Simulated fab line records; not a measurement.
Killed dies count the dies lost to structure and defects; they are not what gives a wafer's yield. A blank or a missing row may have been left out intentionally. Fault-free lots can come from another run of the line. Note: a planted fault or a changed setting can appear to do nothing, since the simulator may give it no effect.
fab line records	flow gf180mcu
record: lots: 24	wafers: 72	lastDay: 34
route steps=602 shown STI@31 LVPWELL@64 V3@455 MIM@510
lots with no fault: from the same line, run without faults
startH: start of the lot's first displayed wafer, in hours after the record's first day	waitH: hours since the lot's step before	" identical to the entry in the row above	L1.1+2: a single row standing in for several wafers	- no value present, or no start provided	* or withheld: withheld	< > ~ a bound
route shown NAME@n: NAME is a module with steps in the file, n the number in the route of the first one	usual: mean/standard deviation of fault-free wafers	same: alike in all rows	chamber/n: place in a boat	sites: readings site by site	_std_site: the standard deviation of these	_edge_site: mean of outer sites minus mean of inner sites	radiusMm: for every site, how far away it sits from the centre of the wafer	mask NAME#n: copy n	behind: the tool/chamber that last shaped the wafer	hold: why the lot was held/for how many hours/how that ended	device: transistor that didn't switch, given as n, p or np	end of line: at the end of the route, the tests of the same wafers	for a step that has no rows: nothing shown but its recipe	killed: count of dies lost to structure and defects at first sort (not the wafer's yield)	map: per-die view of a wafer (x killed, . not killed, _ where there is no die)
set.NAME: the run value of the setting; set.NAME@STEP: its run value at that earlier step	model.NAME: the simulator's own value behind a step, which no gauge read
steps of the route over a sample of lots; a table a step, a row a wafer
services: the hour from which a tool's chamber was out of use, counted from the record's first day as startH (under 0 if before that day), plus the number of hours and why
== steps ==
step: GF_STI_THK_MEAS_30
recipe: reads: SiO2_of_STI_OXIDATION_29
usual: STI_OXIDATION_02_THK: 10.08/0.17
lot.wafer	tool	chamber	startH	waitH	STI_OXIDATION_02_THK[nm]
L074.1	filmMetro-04	-	33.58	0.0	9.91
L074.2	"	-	"	"	9.98
L074.5	"	-	"	"	9.95
L075.1	filmMetro-04	-	37.32	0.0	9.89
L075.4	"	-	"	"	9.84
L075.5	"	-	"	"	10.03
L076.1	filmMetro-04	-	45.61	0.0	10.00
L076.4	"	-	"	"	9.74
L076.5	"	-	"	"	10.15
L077.1	filmMetro-02	-	45.61	0.0	10.19
L077.3	"	-	"	"	10.27
L077.6	"	-	"	"	10.24
L078.1	filmMetro-03	-	54.10	0.0	10.02
L078.2	"	-	"	"	10.15
L078.5	"	-	"	"	10.22
L079.3	filmMetro-04	-	55.68	0.0	10.08
L079.5	"	-	"	"	9.99
L079.6	"	-	"	"	10.09
L080.2	filmMetro-02	-	61.52	0.0	10.23
L080.3	"	-	"	"	10.30
L080.5	"	-	"	"	10.23
L081.3	filmMetro-02	-	69.30	0.0	9.83
L081.5	"	-	"	"	9.87
L081.6	"	-	"	"	9.72
L082.1	filmMetro-02	-	74.15	0.0	10.09
L082.5	"	-	"	"	10.20
L082.6	"	-	"	"	10.38
L083.1	filmMetro-03	-	76.74	0.0	10.18
L083.2	"	-	"	"	10.14
L083.4	"	-	"	"	10.00
L084.2	filmMetro-02	-	81.62	0.0	10.13
L084.3	"	-	"	"	9.98
L084.4	"	-	"	"	10.11
L085.1	filmMetro-03	-	88.27	0.0	10.22
L085.3	"	-	"	"	10.24
L085.5	"	-	"	"	10.31
L086.1	filmMetro-04	-	92.06	0.0	10.03
L086.2	"	-	"	"	10.25
L086.5	"	-	"	"	10.07
L087.1	filmMetro-02	-	96.44	0.0	10.01
L087.2	"	-	"	"	10.05
L087.3	"	-	"	"	10.01
L088.2	filmMetro-02	-	101.91	0.0	9.96
L088.4	"	-	"	"	9.95
L088.5	"	-	"	"	9.94
L089.4	filmMetro-03	-	106.99	0.0	9.99
L089.5	"	-	"	"	9.95
L089.6	"	-	"	"	9.82
L090.1	filmMetro-02	-	113.38	0.0	10.08
L090.2	"	-	"	"	10.05
L090.6	"	-	"	"	9.97
L091.2	filmMetro-03	-	117.55	0.0	9.93
L091.4	"	-	"	"	10.16
L091.6	"	-	"	"	9.99
L092.2	filmMetro-04	-	122.81	0.0	10.25
L092.5	"	-	"	"	10.05
L092.6	"	-	"	"	10.05
L093.1	filmMetro-02	-	128.32	0.0	9.93
L093.2	"	-	"	"	10.06
L093.5	"	-	"	"	10.09
L094.2	filmMetro-04	-	132.47	0.0	10.11
L094.3	"	-	"	"	10.01
L094.5	"	-	"	"	10.04
L095.2	filmMetro-04	-	140.86	0.0	9.97
L095.3	"	-	"	"	9.98
L095.5	"	-	"	"	9.82
L096.3	filmMetro-04	-	145.54	0.0	10.15
L096.5	"	-	"	"	10.43
L096.6	"	-	"	"	10.28
L097.1	filmMetro-02	-	148.98	0.0	10.48
L097.2	"	-	"	"	10.41
L097.6	"	-	"	"	10.52
step: GF_LVPWELL_STRIP_10
recipe: chemistry: O2/N2	powerW: 1400	pressureMtorr: 1500	platenTempC: 250	o2FlowSccm: 3000	n2FlowSccm: 300	overashFraction: 0.5
usual: drypumpMotorCurrentA: 6.0/0.36	heaterPowerW: 314/25	oesProductAu: 0.722/0.0046	platenTempC: 249.95/0.17	stripTimeToEndpointS: 37.05/0.11
lot.wafer	tool	chamber	startH	waitH	drypumpMotorCurrentA	heaterPowerW	oesProductAu	platenTempC	rfHoursCounterH	stripTimeToEndpointS
L074.1	plasmaAsher-02	1	71.20	0.1	6.2	325	0.732	249.98	26	37.09
L074.2	"	0	"	"	5.7	307	0.722	250.00	26	37.09
L074.5	"	1	"	"	6.2	329	0.718	250.22	-	37.07
L075.1	plasmaAsher-04	0	74.79	0.1	6.3	337	0.724	249.89	41	37.00
L075.4	"	1	"	"	6.2	320	0.731	250.11	-	36.96
L075.5	"	1	"	"	6.3	316	0.716	250.21	-	36.89
L076.1	plasmaAsher-02	0	85.40	0.1	5.6	301	0.720	250.40	28	37.01
L076.4	"	1	"	"	6.2	339	0.724	250.13	-	37.06
L076.5	"	1	"	"	6.2	320	0.715	249.78	-	37.01
L077.1	plasmaAsher-01	0	86.04	0.1	6.2	240	0.717	249.84	42	37.15
L077.3	"	0	"	"	6.2	242	0.727	249.64	-	37.22
L077.6	"	0	"	"	6.2	239	0.713	249.91	-	37.06
L078.1	plasmaAsher-02	1	94.10	0.1	6.2	324	0.717	250.02	29	36.78
L078.2	"	0	"	"	5.6	311	0.710	250.16	29	36.86
L078.5	"	0	"	"	5.7	309	0.716	249.98	-	36.96
L079.3	plasmaAsher-02	0	96.78	0.1	5.7	302	0.720	249.92	-	37.24
L079.5	"	1	"	"	6.2	332	0.715	250.05	-	37.16
L079.6	"	0	"	"	5.7	300	0.720	249.76	-	37.25
L080.2	plasmaAsher-02	0	102.29	0.1	5.7	304	0.726	249.98	30	37.07
L080.3	"	0	"	"	5.6	304	0.718	249.79	-	37.18
L080.5	"	1	"	"	6.2	332	0.720	249.94	-	37.25
L081.3	plasmaAsher-04	1	111.07	0.1	6.3	318	0.726	249.86	-	37.06
L081.5	"	1	"	"	6.3	310	0.717	249.73	-	36.87
L081.6	"	0	"	"	6.3	337	0.715	249.96	-	36.88
L082.1	plasmaAsher-04	0	115.89	0.1	6.3	336	0.729	250.05	46	37.12
L082.5	"	0	"	"	6.3	337	0.717	249.78	-	37.02
L082.6	"	1	"	"	6.2	307	0.722	250.37	-	37.08
L083.1	plasmaAsher-04	1	119.94	0.1	6.2	311	0.723	249.91	46	37.06
L083.2	"	0	"	"	6.3	336	0.723	249.68	46	36.85
L083.4	"	0	"	"	6.3	344	0.718	249.52	-	36.84
L084.2	plasmaAsher-01	0	125.64	0.1	6.2	255	0.724	249.81	1	37.08
L084.3	"	0	"	"	6.2	248	0.723	249.92	-	37.04
L084.4	"	1	"	"	5.1	336	0.720	249.90	-	37.02
L085.1	plasmaAsher-04	1	132.44	0.1	6.2	316	0.722	249.97	47	37.04
L085.3	"	1	"	"	6.2	319	0.712	249.88	-	36.99
L085.5	"	1	"	"	6.3	307	0.720	249.90	-	37.12
L086.1	plasmaAsher-01	0	137.59	0.1	6.2	239	0.718	250.08	2	37.06
L086.2	"	1	"	"	5.1	328	0.721	249.95	2	36.92
L086.5	"	0	"	"	6.2	242	0.715	250.04	-	36.97
L087.1	plasmaAsher-02	0	141.34	0.1	5.7	309	0.731	249.87	34	37.00
L087.2	"	1	"	"	6.2	330	0.724	250.08	34	37.06
L087.3	"	1	"	"	6.2	330	0.723	249.74	-	37.05
L088.2	plasmaAsher-04	0	147.10	0.1	6.3	331	0.716	250.14	49	37.09
L088.4	"	1	"	"	6.3	311	0.724	249.91	-	37.08
L088.5	"	0	"	"	6.3	334	0.722	249.94	-	37.15
L089.4	plasmaAsher-04	1	153.43	0.1	6.2	304	0.716	250.00	-	37.13
L089.5	"	1	"	"	6.2	310	0.722	249.59	-	37.11
L089.6	"	0	"	"	6.3	333	0.714	249.76	-	36.87
L090.1	plasmaAsher-04	1	158.85	0.1	6.3	313	0.722	250.47	50	37.19
L090.2	"	0	"	"	6.3	332	0.720	249.64	50	37.15
L090.6	"	0	"	"	6.3	328	0.718	249.87	-	37.02
L091.2	plasmaAsher-02	0	166.34	0.1	5.7	303	0.719	249.93	36	36.98
L091.4	"	0	"	"	5.7	301	0.724	250.13	-	37.07
L091.6	"	0	"	"	5.7	304	0.720	249.79	-	37.06
L092.2	plasmaAsher-04	0	169.65	0.1	6.3	327	0.719	249.74	51	36.82
L092.5	"	1	"	"	6.2	315	0.721	249.81	-	36.87
L092.6	"	0	"	"	6.3	331	0.723	250.02	-	36.85
L093.1	plasmaAsher-01	1	175.74	0.1	5.1	331	0.720	249.91	6	36.90
L093.2	"	0	"	"	6.2	242	0.729	249.73	6	37.09
L093.5	"	0	"	"	6.2	244	0.719	250.08	-	36.91
L094.2	plasmaAsher-02	0	180.54	0.1	5.7	300	0.720	249.82	38	37.18
L094.3	"	1	"	"	6.1	332	0.715	250.22	-	37.11
L094.5	"	0	"	"	5.7	299	0.724	249.85	-	37.15
L095.2	plasmaAsher-04	1	189.94	0.1	6.2	305	0.725	249.90	53	37.21
L095.3	"	0	"	"	6.3	331	0.722	250.18	-	37.17
L095.5	"	0	"	"	6.3	331	0.717	250.08	-	37.14
L096.3	plasmaAsher-02	0	195.52	0.1	5.6	304	0.720	250.00	-	37.05
L096.5	"	1	"	"	6.2	321	0.719	249.97	-	37.05
L096.6	"	0	"	"	5.6	308	0.720	250.05	-	37.09
L097.1	plasmaAsher-04	1	198.54	0.1	6.2	306	0.723	250.03	54	37.09
L097.2	"	0	"	"	6.3	330	0.724	249.75	54	37.26
L097.6	"	1	"	"	6.3	308	0.725	250.01	-	37.17
step: GF_V3_CMP_26
recipe: stopOn: SiO2	downForcePsi: 3.5	platenRpm: 60	tOverpolishS: 15	targetThkNm: 0	padVelocityMS: 0.94248
usual: motorCurrentA: 10.7/0.85	overpolishRunS: 15.001/0.0084	timeToEndpointS: 86/4.5
lot.wafer	tool	chamber	startH	waitH	motorCurrentA	overpolishRunS	timeToEndpointS
L074.2	cmp-01	3	517.31	0.0	10.5	15.002	86
L074.1	"	1	"	"	11.4	15.004	83
L074.5	"	3	"	"	11.3	14.991	83
L075.1	cmp-01	2	524.89	0.1	10.5	15.004	86
L075.4	"	0	"	"	9.7	15.000	80
L075.5	"	2	"	"	10.5	15.008	88
L076.4	cmp-02	2	537.57	0.1	11.6	15.007	95
L076.1	"	3	"	"	11.2	14.999	86
L076.5	"	1	"	"	9.5	15.005	89
L077.3	cmp-01	0	541.92	0.1	9.9	15.004	82
L077.1	"	1	"	"	11.4	15.012	86
L077.6	"	3	"	"	10.3	15.003	93
L078.2	cmp-01	1	551.30	0.0	11.3	15.009	86
L078.1	"	2	"	"	10.7	14.994	87
L078.5	"	1	"	"	12.2	15.008	91
L079.3	cmp-02	1	560.31	0.2	9.1	14.994	94
L079.5	"	2	"	"	10.8	15.005	101
L079.6	"	3	"	"	11.2	14.994	92
L080.2	cmp-01	3	570.02	0.1	10.4	15.009	83
L080.3	"	1	"	"	10.9	14.996	84
L080.5	"	2	"	"	10.6	14.992	86
L081.3	cmp-02	0	581.81	0.1	12.6	15.009	90
L081.5	"	3	"	"	11.6	15.012	85
L081.6	"	0	"	"	11.6	14.993	91
L082.1	cmp-02	0	587.17	0.1	12.8	15.010	88
L082.6	"	0	"	"	12.7	14.986	91
L082.5	"	1	"	"	9.2	14.987	86
L083.1	cmp-01	0	593.12	0.2	9.4	15.008	81
L083.2	"	1	"	"	11.5	15.001	86
L083.4	"	2	"	"	10.9	15.007	88
L084.2	cmp-01	1	601.09	0.0	10.9	15.002	87
L084.4	"	2	"	"	11.2	14.997	86
L084.3	"	0	"	"	10.0	15.007	81
L085.3	cmp-01	0	612.46	0.1	10.2	14.992	76
L085.1	"	2	"	"	11.4	15.007	83
L085.5	"	0	"	"	9.9	14.996	78
L086.2	cmp-01	1	617.36	0.1	11.0	15.028	82
L086.1	"	3	"	"	11.1	15.007	85
L086.5	"	1	"	"	11.6	14.997	84
L087.2	cmp-01	0	623.31	0.0	9.7	15.004	82
L087.1	"	1	"	"	11.4	15.015	85
L087.3	"	2	"	"	10.1	15.013	82
L088.2	cmp-02	0	630.51	0.3	11.9	15.001	93
L088.4	"	1	"	"	8.7	15.011	88
L088.5	"	1	"	"	9.2	15.003	85
L089.4	cmp-01	2	638.00	0.2	10.9	14.990	88
L089.5	"	3	"	"	10.2	15.015	87
L089.6	"	0	"	"	9.4	14.991	79
L090.2	cmp-01	1	643.76	0.1	11.0	15.001	87
L090.1	"	2	"	"	10.9	15.010	90
L090.6	"	0	"	"	10.5	15.006	81
L091.4	cmp-02	1	656.93	0.1	9.6	14.999	86
L091.2	"	2	"	"	10.7	14.979	92
L091.6	"	0	"	"	12.4	14.994	93
L092.2	cmp-01	3	658.69	0.1	10.2	15.015	86
L092.6	"	1	"	"	11.2	15.000	83
L092.5	"	2	"	"	10.9	15.006	83
L093.1	cmp-02	1	662.45	0.4	8.8	14.989	83
L093.2	"	2	"	"	11.3	14.988	89
L093.5	"	2	"	"	10.9	15.006	88
L094.2	cmp-01	3	667.95	0.0	10.8	14.995	86
L094.3	"	2	"	"	10.6	14.998	85
L094.5	"	3	"	"	11.0	15.000	84
L095.3	cmp-01	2	681.63	0.0	11.0	15.000	89
L095.2	"	3	"	"	10.3	15.007	88
L095.5	"	2	"	"	10.5	15.002	90
L096.3	cmp-01	0	685.55	0.2	10.3	15.010	79
L096.6	"	1	"	"	11.5	15.007	88
L096.5	"	2	"	"	11.3	15.014	85
L097.1	cmp-01	0	689.19	0.1	9.6	14.980	82
L097.2	"	2	"	"	10.5	14.998	89
L097.6	"	3	"	"	11.0	15.013	86
step: GF_MIM_SPUTTER_07
recipe: material: TiN	targetThkNm: 60	powerW: 6500	timeS: 50	chamberPressurePa: 0.4
usual: throttleValvePct: 29.5/1
lot.wafer	tool	chamber	startH	waitH	throttleValvePct
L074.1	pvdSputter-04	-	565.47	0.1	30.6
L074.2	"	-	"	"	28.5
L074.5	"	-	"	"	29.3
L075.1	pvdSputter-03	-	572.48	0.1	30.3
L075.4	"	-	"	"	29.0
L075.5	"	-	"	"	30.2
L076.1	pvdSputter-03	-	584.53	0.1	31.6
L076.4	"	-	"	"	29.7
L076.5	"	-	"	"	30.1
L077.1	pvdSputter-04	-	589.41	0.1	30.3
L077.3	"	-	"	"	27.9
L077.6	"	-	"	"	27.7
L078.1	pvdSputter-04	-	598.68	0.1	27.9
L078.2	"	-	"	"	28.3
L078.5	"	-	"	"	30.5
L079.3	pvdSputter-04	-	606.36	0.0	28.2
L079.5	"	-	"	"	30.7
L079.6	"	-	"	"	29.0
L080.2	pvdSputter-02	-	615.49	0.0	29.5
L080.3	"	-	"	"	30.0
L080.5	"	-	"	"	29.6
L081.3	pvdSputter-03	-	626.19	0.0	31.3
L081.5	"	-	"	"	30.0
L081.6	"	-	"	"	31.4
L082.1	pvdSputter-04	-	631.75	0.1	30.8
L082.5	"	-	"	"	27.7
L082.6	"	-	"	"	28.5
L083.1	pvdSputter-04	-	636.61	0.1	28.0
L083.2	"	-	"	"	30.7
L083.4	"	-	"	"	28.5
L084.2	pvdSputter-03	-	646.27	0.0	29.8
L084.3	"	-	"	"	31.4
L084.4	"	-	"	"	30.0
L085.1	pvdSputter-03	-	656.76	0.1	29.7
L085.3	"	-	"	"	30.2
L085.5	"	-	"	"	30.1
L086.1	pvdSputter-04	-	661.86	0.1	29.3
L086.2	"	-	"	"	30.8
L086.5	"	-	"	"	30.7
L087.1	pvdSputter-02	-	666.67	0.1	29.6
L087.2	"	-	"	"	29.1
L087.3	"	-	"	"	29.2
L088.2	pvdSputter-03	-	674.43	0.0	30.0
L088.4	"	-	"	"	31.2
L088.5	"	-	"	"	29.9
L089.4	pvdSputter-04	-	681.37	0.0	27.9
L089.5	"	-	"	"	28.0
L089.6	"	-	"	"	28.5
L090.1	pvdSputter-04	-	686.92	0.1	27.5
L090.2	"	-	"	"	28.9
L090.6	"	-	"	"	30.6
L091.2	pvdSputter-04	-	699.72	0.0	29.2
L091.4	"	-	"	"	27.7
L091.6	"	-	"	"	29.4
L092.2	pvdSputter-02	-	700.66	0.0	29.8
L092.5	"	-	"	"	29.5
L092.6	"	-	"	"	29.5
L093.1	pvdSputter-02	-	704.78	0.1	29.9
L093.2	"	-	"	"	29.2
L093.5	"	-	"	"	29.5
L094.2	pvdSputter-04	-	709.26	0.0	30.7
L094.3	"	-	"	"	28.1
L094.5	"	-	"	"	30.7
L095.2	pvdSputter-03	-	722.44	0.0	29.5
L095.3	"	-	"	"	30.0
L095.5	"	-	"	"	29.4
L096.3	pvdSputter-04	-	725.59	0.0	27.7
L096.5	"	-	"	"	30.4
L096.6	"	-	"	"	29.2
L097.1	pvdSputter-03	-	729.46	0.1	30.2
L097.2	"	-	"	"	30.1
L097.6	"	-	"	"	31.4
step: GF_MIM_THK_MEAS_11
recipe: thkMeasGauge: xrf	reads: AlCu_of_MIM_SPUTTER_08
usual: MIM_ALCU_THK: 196.7/2.5
lot.wafer	tool	chamber	startH	waitH	MIM_ALCU_THK[nm]
L074.1	filmMetro-01	-	565.69	0.1	193.3
L074.2	"	-	"	"	200.0
L074.5	"	-	"	"	193.7
L075.1	filmMetro-01	-	572.70	0.1	192.9
L075.4	"	-	"	"	194.7
L075.5	"	-	"	"	193.7
L076.1	filmMetro-01	-	584.75	0.1	196.9
L076.4	"	-	"	"	199.6
L076.5	"	-	"	"	195.1
L077.1	filmMetro-01	-	589.63	0.1	197.3
L077.3	"	-	"	"	198.8
L077.6	"	-	"	"	198.4
L078.1	filmMetro-03	-	598.90	0.1	198.4
L078.2	"	-	"	"	201.1
L078.5	"	-	"	"	198.5
L079.3	filmMetro-01	-	606.60	0.1	197.7
L079.5	"	-	"	"	197.6
L079.6	"	-	"	"	194.6
L080.2	filmMetro-01	-	615.72	0.1	201.9
L080.3	"	-	"	"	195.5
L080.5	"	-	"	"	201.3
L081.3	filmMetro-03	-	626.43	0.1	199.0
L081.5	"	-	"	"	196.3
L081.6	"	-	"	"	197.0
L082.1	filmMetro-04	-	631.97	0.1	196.1
L082.5	"	-	"	"	200.4
L082.6	"	-	"	"	199.7
L083.1	filmMetro-04	-	636.83	0.1	195.9
L083.2	"	-	"	"	197.3
L083.4	"	-	"	"	197.0
L084.2	filmMetro-01	-	646.50	0.1	197.7
L084.3	"	-	"	"	193.7
L084.4	"	-	"	"	191.6
L085.1	filmMetro-03	-	656.98	0.1	200.5
L085.3	"	-	"	"	194.8
L085.5	"	-	"	"	199.1
L086.1	filmMetro-03	-	662.08	0.1	195.3
L086.2	"	-	"	"	195.7
L086.5	"	-	"	"	194.7
L087.1	filmMetro-01	-	666.99	0.1	195.6
L087.2	"	-	"	"	195.6
L087.3	"	-	"	"	199.1
L088.2	filmMetro-04	-	674.66	0.1	202.4
L088.4	"	-	"	"	197.7
L088.5	"	-	"	"	200.9
L089.4	filmMetro-04	-	681.62	0.1	194.9
L089.5	"	-	"	"	193.2
L089.6	"	-	"	"	193.6
L090.1	filmMetro-03	-	687.14	0.1	193.4
L090.2	"	-	"	"	193.2
L090.6	"	-	"	"	192.3
L091.2	filmMetro-01	-	699.95	0.1	195.9
L091.4	"	-	"	"	197.4
L091.6	"	-	"	"	196.8
L092.2	filmMetro-01	-	700.89	0.1	200.2
L092.5	"	-	"	"	201.0
L092.6	"	-	"	"	199.9
L093.1	filmMetro-01	-	705.00	0.1	197.4
L093.2	"	-	"	"	198.4
L093.5	"	-	"	"	204.2
L094.2	filmMetro-01	-	709.49	0.1	197.0
L094.3	"	-	"	"	197.3
L094.5	"	-	"	"	195.7
L095.2	filmMetro-01	-	722.67	0.1	196.9
L095.3	"	-	"	"	196.4
L095.5	"	-	"	"	195.0
L096.3	filmMetro-01	-	725.83	0.1	194.1
L096.5	"	-	"	"	193.4
L096.6	"	-	"	"	193.0
L097.1	filmMetro-01	-	729.68	0.1	195.3
L097.2	"	-	"	"	199.7
L097.6	"	-	"	"	195.5
step: GF_MIM_STRIP_20
recipe: chemistry: O2/N2	powerW: 1400	pressureMtorr: 1500	platenTempC: 250	o2FlowSccm: 3000	n2FlowSccm: 300	overashFraction: 0.5
usual: drypumpMotorCurrentA: 5.7/0.51	heaterPowerW: 306/31	oesProductAu: 0.692/0.0047	platenTempC: 249.99/0.17	stripTimeToEndpointS: 11.22/0.038
lot.wafer	tool	chamber	startH	waitH	drypumpMotorCurrentA	heaterPowerW	oesProductAu	platenTempC	rfHoursCounterH	stripTimeToEndpointS
L074.1	plasmaAsher-01	1	587.28	0.0	5.1	336	0.698	249.98	51	11.24
L074.2	"	0	"	"	6.2	251	0.691	249.91	51	11.26
L074.5	"	0	"	"	6.2	244	0.695	249.84	-	11.20
L075.1	plasmaAsher-01	1	593.72	0.0	5.1	331	0.691	250.11	51	11.18
L075.4	"	1	"	"	5.1	333	0.696	250.26	-	11.27
L075.5	"	0	"	"	6.2	243	0.690	250.10	-	11.30
L076.1	plasmaAsher-04	1	605.18	0.0	6.2	308	0.689	249.91	95	11.26
L076.4	"	0	"	"	6.3	338	0.694	250.04	-	11.20
L076.5	"	1	"	"	6.2	313	0.692	250.11	-	11.18
L077.1	plasmaAsher-04	0	611.07	0.0	6.3	330	0.696	250.17	96	11.20
L077.3	"	0	"	"	6.3	332	0.684	250.16	-	11.22
L077.6	"	0	"	"	6.2	339	0.701	250.03	-	11.14
L078.1	plasmaAsher-01	0	619.48	0.0	6.2	250	0.681	249.83	54	11.23
L078.2	"	1	"	"	5.1	328	0.692	249.73	54	11.21
L078.5	"	1	"	"	5.1	339	0.692	249.85	-	11.24
L079.3	plasmaAsher-04	0	626.86	0.1	6.3	332	0.693	249.83	-	11.17
L079.5	"	1	"	"	6.3	307	0.694	250.14	-	11.17
L079.6	"	0	"	"	6.3	326	0.688	249.90	-	11.17
L080.2	plasmaAsher-03	0	634.97	0.0	5.9	322	0.690	250.04	22	11.24
L080.3	"	0	"	"	5.9	319	0.694	250.11	-	11.21
L080.5	"	0	"	"	5.9	309	0.694	249.98	-	11.22
L081.3	plasmaAsher-04	1	646.20	0.1	6.2	305	0.694	249.78	-	11.22
L081.5	"	1	"	"	6.2	310	0.687	250.00	-	11.21
L081.6	"	0	"	"	6.3	340	0.699	249.88	-	11.23
L082.1	plasmaAsher-01	1	651.89	0.1	5.1	335	0.694	249.59	57	11.22
L082.5	"	0	"	"	6.2	250	0.688	249.71	-	11.24
L082.6	"	1	"	"	5.1	331	0.690	249.78	-	11.24
L083.1	plasmaAsher-03	0	656.04	0.1	5.8	319	0.692	250.18	24	11.22
L083.2	"	1	"	"	5.1	310	0.687	250.11	24	11.18
L083.4	"	0	"	"	5.9	316	0.690	249.95	-	11.25
L084.2	plasmaAsher-01	0	665.17	0.0	6.2	246	0.696	249.64	59	11.28
L084.3	"	0	"	"	6.2	244	0.698	249.68	-	11.27
L084.4	"	1	"	"	5.1	342	0.686	249.95	-	11.17
L085.1	plasmaAsher-01	1	676.37	0.0	5.1	336	0.692	250.23	60	11.24
L085.3	"	1	"	"	5.1	334	0.696	250.12	-	11.21
L085.5	"	1	"	"	5.1	334	0.696	250.14	-	11.20
L086.1	plasmaAsher-03	0	681.02	0.0	5.9	318	0.683	249.91	27	11.19
L086.2	"	1	"	"	5.1	304	0.686	250.47	27	11.15
L086.5	"	1	"	"	5.1	302	0.690	250.07	-	11.20
L087.1	plasmaAsher-03	0	685.92	0.0	5.9	327	0.687	249.98	27	11.22
L087.2	"	1	"	"	5.1	296	0.693	249.96	27	11.18
L087.3	"	1	"	"	5.1	300	0.700	250.03	-	11.16
L088.2	plasmaAsher-03	0	693.12	0.0	5.9	325	0.699	250.13	28	11.33
L088.4	"	0	"	"	5.9	313	0.694	249.94	-	11.29
L088.5	"	1	"	"	5.1	299	0.699	250.31	-	11.30
L089.4	plasmaAsher-04	1	700.30	0.1	6.2	310	0.687	250.07	-	11.16
L089.5	"	0	"	"	6.3	334	0.698	249.86	-	11.25
L089.6	"	1	"	"	6.2	316	0.688	249.90	-	11.17
L090.1	plasmaAsher-01	0	705.37	0.0	6.2	246	0.685	250.23	63	11.23
L090.2	"	1	"	"	5.1	326	0.692	249.82	63	11.21
L090.6	"	1	"	"	5.1	337	0.696	249.90	-	11.24
L091.2	plasmaAsher-03	1	718.29	0.1	5.1	303	0.693	249.78	30	11.22
L091.4	"	0	"	"	5.9	324	0.693	250.11	-	11.20
L091.6	"	0	"	"	5.9	324	0.688	249.73	-	11.21
L092.2	plasmaAsher-01	1	719.22	0.0	5.1	327	0.693	250.03	64	11.22
L092.5	"	1	"	"	5.1	334	0.694	249.94	-	11.24
L092.6	"	0	"	"	6.2	243	0.697	249.91	-	11.24
L093.1	plasmaAsher-03	0	722.68	0.1	5.9	328	0.687	250.24	31	11.24
L093.2	"	1	"	"	5.1	298	0.689	250.00	31	11.23
L093.5	"	1	"	"	5.1	301	0.697	250.13	-	11.21
L094.2	plasmaAsher-04	1	726.72	0.0	6.2	308	0.700	250.46	107	11.26
L094.3	"	0	"	"	6.3	337	0.701	250.13	-	11.26
L094.5	"	0	"	"	6.3	327	0.696	250.37	-	11.24
L095.2	plasmaAsher-03	1	739.74	0.1	5.1	297	0.695	249.77	33	11.23
L095.3	"	0	"	"	5.9	315	0.692	250.15	-	11.19
L095.5	"	0	"	"	5.8	321	0.690	250.05	-	11.24
L096.3	plasmaAsher-01	0	743.30	0.1	6.2	243	0.693	250.10	-	11.28
L096.5	"	0	"	"	6.2	247	0.686	249.92	-	11.28
L096.6	"	1	"	"	5.1	338	0.695	249.94	-	11.26
L097.1	plasmaAsher-03	0	746.99	0.1	5.9	318	0.692	250.02	34	11.26
L097.2	"	1	"	"	5.1	300	0.692	249.74	34	11.29
L097.6	"	0	"	"	5.9	317	0.697	249.97	-	11.27
== services ==
tool	chamber	startH	hours	kind
cmp-01	-	64.05	4.0	pm
cmp-01	-	98.44	2.4	repair
cmp-01	-	155.91	6.1	repair
cmp-01	-	172.70	9.9	pm
plasmaAsher-04	-	174.74	1.2	repair
cmp-01	-	184.68	7.0	pm
cmp-01	-	194.39	0.5	repair
cmp-01	-	196.39	1.8	repair
cmp-01	-	236.27	5.5	pm
cmp-01	-	316.43	0.2	repair
cmp-01	-	322.92	0.3	repair
cmp-01	-	360.70	2.2	repair
cmp-01	-	404.05	4.0	pm
cmp-01	-	407.73	0.3	repair
plasmaAsher-04	-	423.19	3.5	repair
cmp-01	-	459.50	4.1	repair
cmp-01	-	461.23	1.6	repair
cmp-01	-	466.02	2.1	repair
cmp-01	-	482.29	1.3	repair
plasmaAsher-04	-	484.01	14.6	pm
plasmaAsher-04	-	552.64	12.2	pm
cmp-01	-	553.68	6.1	pm
cmp-01	-	563.97	3.2	repair
cmp-01	-	629.81	1.6	repair
== key ==
fault none
